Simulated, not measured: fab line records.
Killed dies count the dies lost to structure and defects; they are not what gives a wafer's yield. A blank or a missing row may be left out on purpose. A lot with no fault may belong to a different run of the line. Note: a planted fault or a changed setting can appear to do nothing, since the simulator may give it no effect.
Which tool is to blame? / flow sky130 / 14 lots, 42 wafers sampled, at 5 steps of a route of 708

WHAT THE GAUGES READ, wafer by wafer
SKY_LDD_N_TW_MEAS_17.
lot=L485; measured=day 18 13:10; on=film_metro-01; LDD_N_TW=2641 2645 2640
lot=L487; measured=day 19 16:59; on=film_metro-02; LDD_N_TW=2591 2585 2600
lot=L489; measured=day 20 02:45; on=film_metro-01; LDD_N_TW=2646 2627 2638
lot=L492; measured=day 22 19:35; on=film_metro-03; LDD_N_TW=2604 2593 2594
lot=L496; measured=day 23 02:44; on=film_metro-03; LDD_N_TW=2622 2626 2619
lot=L493; measured=day 23 03:02; on=film_metro-02; LDD_N_TW=2578 2579 2569
lot=L498; measured=day 23 03:53; on=film_metro-01; LDD_N_TW=2636 2627 2634
lot=L499; measured=day 23 08:10; on=film_metro-02; LDD_N_TW=2583 2569 2582
lot=L500; measured=day 23 14:59; on=film_metro-01; LDD_N_TW=2635 2636 2629
lot=L502; measured=day 24 15:10; on=film_metro-01; LDD_N_TW=2629 2638 2653
lot=L503; measured=day 24 19:19; on=film_metro-01; LDD_N_TW=2633 2627 2628
lot=L504; measured=day 24 20:25; on=film_metro-02; LDD_N_TW=2603 2586 2608
lot=L505; measured=day 25 07:44; on=film_metro-03; LDD_N_TW=2614 2626 2634
lot=L507; measured=day 25 23:22; on=film_metro-02; LDD_N_TW=2587 2588 2584

SKY_LDD_LDN_TW_MEAS_13.
lot=L485; measured=day 23 15:01; on=film_metro-03; LDD_LDN_TW=1504 1502 1510
lot=L487; measured=day 24 18:46; on=film_metro-01; LDD_LDN_TW=1512 1509 1506
lot=L489; measured=day 25 03:38; on=film_metro-02; LDD_LDN_TW=1476 1484 1476
lot=L492; measured=day 27 18:53; on=film_metro-02; LDD_LDN_TW=1480 1480 1489
lot=L496; measured=day 28 00:50; on=film_metro-03; LDD_LDN_TW=1376 1378 1378 1384 1383 1378
lot=L493; measured=day 28 01:27; on=film_metro-03; LDD_LDN_TW=1372 1376 1382 1376 1378 1374
lot=L498; measured=day 28 01:08; on=film_metro-03; LDD_LDN_TW=1505 1498 1505
lot=L499; measured=day 28 05:07; on=film_metro-03; LDD_LDN_TW=1512 1496 1500
lot=L500; measured=day 28 11:15; on=film_metro-02; LDD_LDN_TW=1484 1484 1481
lot=L502; measured=day 29 10:26; on=film_metro-03; LDD_LDN_TW=1499 1493 1501
lot=L503; measured=day 29 14:03; on=film_metro-02; LDD_LDN_TW=1481 1480 1473
lot=L504; measured=day 29 16:31; on=film_metro-03; LDD_LDN_TW=1499 1495 1500
lot=L505; measured=day 30 02:46; on=film_metro-03; LDD_LDN_TW=1510 1506 1504
lot=L507; measured=day 30 17:11; on=film_metro-02; LDD_LDN_TW=1481 1478 1478

SKY_POLY_CUT_CD_MEAS_08 targets a cd of 270 nm.
lot=L485; measured=day 24 23:26; on=cd_sem-02; cd_nm (nm)=270.1 270.0 268.6
lot=L487; measured=day 26 02:08; on=cd_sem-02; cd_nm (nm)=269.8 269.2 270.3
lot=L489; measured=day 26 09:54; on=cd_sem-02; cd_nm (nm)=268.6 269.3 268.4
lot=L492; measured=day 29 01:11; on=cd_sem-01; cd_nm (nm)=271.4 271.5 272.8
lot=L498; measured=day 29 08:23; on=cd_sem-02; cd_nm (nm)=271.3 270.1 270.6
lot=L499; measured=day 29 10:23; on=cd_sem-01; cd_nm (nm)=271.7 271.8 272.0
lot=L500; measured=day 29 17:26; on=cd_sem-02; cd_nm (nm)=269.4 270.3 269.3
lot=L502; measured=day 30 17:43; on=cd_sem-02; cd_nm (nm)=268.3 269.5 269.6
lot=L503; measured=day 30 19:35; on=cd_sem-01; cd_nm (nm)=272.2 271.8 271.7
lot=L504; measured=day 30 21:56; on=cd_sem-02; cd_nm (nm)=269.7 270.9 269.6
lot=L505; measured=day 31 07:25; on=cd_sem-02; cd_nm (nm)=270.0 270.6 271.4
lot=L507; measured=day 31 21:41; on=cd_sem-02; cd_nm (nm)=269.5 268.5 269.0

EACH LOT AND THE TOOL THAT RAN IT (in order: tool; ch and the chambers of the sampled wafers; start)
lot=L485; SKY_POLY_GATE_STRIP_18=plasma_asher-02 ch 0,1, day 17 05:30; SKY_LDD_LDN_IMPLANT_08=implanter-03 ch 0, day 23 14:19
lot=L487; SKY_POLY_GATE_STRIP_18=plasma_asher-02 ch 0,1, day 18 08:23; SKY_LDD_LDN_IMPLANT_08=implanter-04 ch 0, day 24 18:04
lot=L489; SKY_POLY_GATE_STRIP_18=plasma_asher-03 ch 0,1, day 18 15:18; SKY_LDD_LDN_IMPLANT_08=implanter-01 ch 0, day 25 02:56
lot=L492; SKY_POLY_GATE_STRIP_18=plasma_asher-01 ch 0,1, day 21 10:39; SKY_LDD_LDN_IMPLANT_08=implanter-03 ch 0, day 27 18:07
lot=L496; SKY_POLY_GATE_STRIP_18=plasma_asher-02 ch 0,1, day 21 15:29; SKY_LDD_LDN_IMPLANT_08=implanter-04, day 28 00:08
lot=L493; SKY_POLY_GATE_STRIP_18=plasma_asher-02 ch 0,1, day 21 16:41; SKY_LDD_LDN_IMPLANT_08=implanter-03, day 28 00:11
lot=L498; SKY_POLY_GATE_STRIP_18=plasma_asher-03 ch 0,1, day 21 18:20; SKY_LDD_LDN_IMPLANT_08=implanter-01 ch 0, day 28 00:26
lot=L499; SKY_POLY_GATE_STRIP_18=plasma_asher-01 ch 0,1, day 21 21:59; SKY_LDD_LDN_IMPLANT_08=implanter-03 ch 0, day 28 04:25
lot=L500; SKY_POLY_GATE_STRIP_18=plasma_asher-02 ch 1, day 22 06:20; SKY_LDD_LDN_IMPLANT_08=implanter-04 ch 0, day 28 10:34
lot=L502; SKY_POLY_GATE_STRIP_18=plasma_asher-02 ch 0,1, day 23 07:02; SKY_LDD_LDN_IMPLANT_08=implanter-04 ch 0, day 29 09:44
lot=L503; SKY_POLY_GATE_STRIP_18=plasma_asher-02 ch 0,1, day 23 10:02; SKY_LDD_LDN_IMPLANT_08=implanter-04 ch 0, day 29 13:22
lot=L504; SKY_POLY_GATE_STRIP_18=plasma_asher-02 ch 0,1, day 23 11:55; SKY_LDD_LDN_IMPLANT_08=implanter-04 ch 0, day 29 15:50
lot=L505; SKY_POLY_GATE_STRIP_18=plasma_asher-01 ch 0,1, day 23 22:41; SKY_LDD_LDN_IMPLANT_08=implanter-01 ch 0, day 30 02:04
lot=L507; SKY_POLY_GATE_STRIP_18=plasma_asher-02 ch 0,1, day 24 15:41; SKY_LDD_LDN_IMPLANT_08=implanter-04 ch 0, day 30 16:29
- SKY_POLY_GATE_STRIP_18: strips in O2/N2.
- SKY_LDD_LDN_IMPLANT_08

AS READ BY THE TOOLS THEMSELVES (means over the sampled wafers that have a number; for cases with no such wafer, the mark the record gives instead)
SKY_POLY_GATE_STRIP_18.
lot=L485; tool=plasma_asher-02; drypump_motor_current_A (A)=4.9; oes_product_au (a.u.)=0.359; strip_time_to_endpoint_s (s)=3.18
lot=L487; tool=plasma_asher-02; drypump_motor_current_A (A)=5.0; oes_product_au (a.u.)=0.368; strip_time_to_endpoint_s (s)=3.21
lot=L489; tool=plasma_asher-03; drypump_motor_current_A (A)=5.8; oes_product_au (a.u.)=0.361; strip_time_to_endpoint_s (s)=3.16
lot=L492; tool=plasma_asher-01; drypump_motor_current_A (A)=5.8; oes_product_au (a.u.)=0.361; strip_time_to_endpoint_s (s)=3.14
lot=L496; tool=plasma_asher-02; drypump_motor_current_A (A)=4.9; oes_product_au (a.u.)=0.361; strip_time_to_endpoint_s (s)=3.19
lot=L493; tool=plasma_asher-02; drypump_motor_current_A (A)=5.1; oes_product_au (a.u.)=0.361; strip_time_to_endpoint_s (s)=3.20
lot=L498; tool=plasma_asher-03; drypump_motor_current_A (A)=5.8; oes_product_au (a.u.)=0.362; strip_time_to_endpoint_s (s)=3.13
lot=L499; tool=plasma_asher-01; drypump_motor_current_A (A)=5.7; oes_product_au (a.u.)=0.363; strip_time_to_endpoint_s (s)=3.19
lot=L500; tool=plasma_asher-02; drypump_motor_current_A (A)=4.7; oes_product_au (a.u.)=0.361; strip_time_to_endpoint_s (s)=3.17
lot=L502; tool=plasma_asher-02; drypump_motor_current_A (A)=5.0; oes_product_au (a.u.)=0.367; strip_time_to_endpoint_s (s)=3.20
lot=L503; tool=plasma_asher-02; drypump_motor_current_A (A)=5.0; oes_product_au (a.u.)=0.363; strip_time_to_endpoint_s (s)=3.19
lot=L504; tool=plasma_asher-02; drypump_motor_current_A (A)=5.0; oes_product_au (a.u.)=0.358; strip_time_to_endpoint_s (s)=3.13
lot=L505; tool=plasma_asher-01; drypump_motor_current_A (A)=5.9; oes_product_au (a.u.)=0.360; strip_time_to_endpoint_s (s)=3.14
lot=L507; tool=plasma_asher-02; drypump_motor_current_A (A)=5.0; oes_product_au (a.u.)=0.361; strip_time_to_endpoint_s (s)=3.19

SKY_LDD_LDN_IMPLANT_08.
lot=L485; tool=implanter-03; beam_energy_keV=14.995; beam_on_s (s)=9.82
lot=L487; tool=implanter-04; beam_energy_keV=15.001; beam_on_s (s)=9.98
lot=L489; tool=implanter-01; beam_energy_keV=14.998; beam_on_s (s)=10.08
lot=L492; tool=implanter-03; beam_energy_keV=15.001; beam_on_s (s)=10.05
lot=L496; tool=implanter-04; beam_energy_keV=-; beam_on_s (s)=-
lot=L493; tool=implanter-03; beam_energy_keV=-; beam_on_s (s)=-
lot=L498; tool=implanter-01; beam_energy_keV=15.004; beam_on_s (s)=9.96
lot=L499; tool=implanter-03; beam_energy_keV=15.000; beam_on_s (s)=9.87
lot=L500; tool=implanter-04; beam_energy_keV=15.001; beam_on_s (s)=10.10
lot=L502; tool=implanter-04; beam_energy_keV=14.997; beam_on_s (s)=10.08
lot=L503; tool=implanter-04; beam_energy_keV=15.002; beam_on_s (s)=10.06
lot=L504; tool=implanter-04; beam_energy_keV=15.003; beam_on_s (s)=9.91
lot=L505; tool=implanter-01; beam_energy_keV=14.997; beam_on_s (s)=9.98
lot=L507; tool=implanter-04; beam_energy_keV=14.995; beam_on_s (s)=10.07

THE ANSWER, worked out from the rows above alone
Rule: the lots themselves supply what counts as usual. Put in order of their means at a reading, lots are off if they are a third of the lots or fewer, leave a main group of 4 or more, and stand apart from it by a gap of 3 or more times the standard deviation of the main group's means; of several such gaps the widest counts. A main group whose means are all the same, to the digits that the tables above print for the reading, isn't used. A lot without any number at a reading at which 4 lots or more have one is off too. The other lots that the step has rows for count as sound. First the gauges in route order, then the tools' own readings, where a lot's mean is used as printed above. The first step at which some lot is off is used, and at that step the reading that is off furthest; a lot without a number counts as furthest.
Off: L496, L493, at SKY_LDD_LDN_TW_MEAS_13 (LDD_LDN_TW). The main group has a mean of 1494 with a standard deviation of 12.
If a tool, at a process step before that reading, ran all the lots that are off and no sound lot after the first of them, it fits. Not tried: the gauges at SKY_LDD_LDN_TW_MEAS_13; whatever is off there is also off at SKY_LDD_LDN_IMPLANT_08, on other tools, and gauge error can't account for it. None of those tried fits.

WHAT WAS PUT IN BY THE SIMULATOR
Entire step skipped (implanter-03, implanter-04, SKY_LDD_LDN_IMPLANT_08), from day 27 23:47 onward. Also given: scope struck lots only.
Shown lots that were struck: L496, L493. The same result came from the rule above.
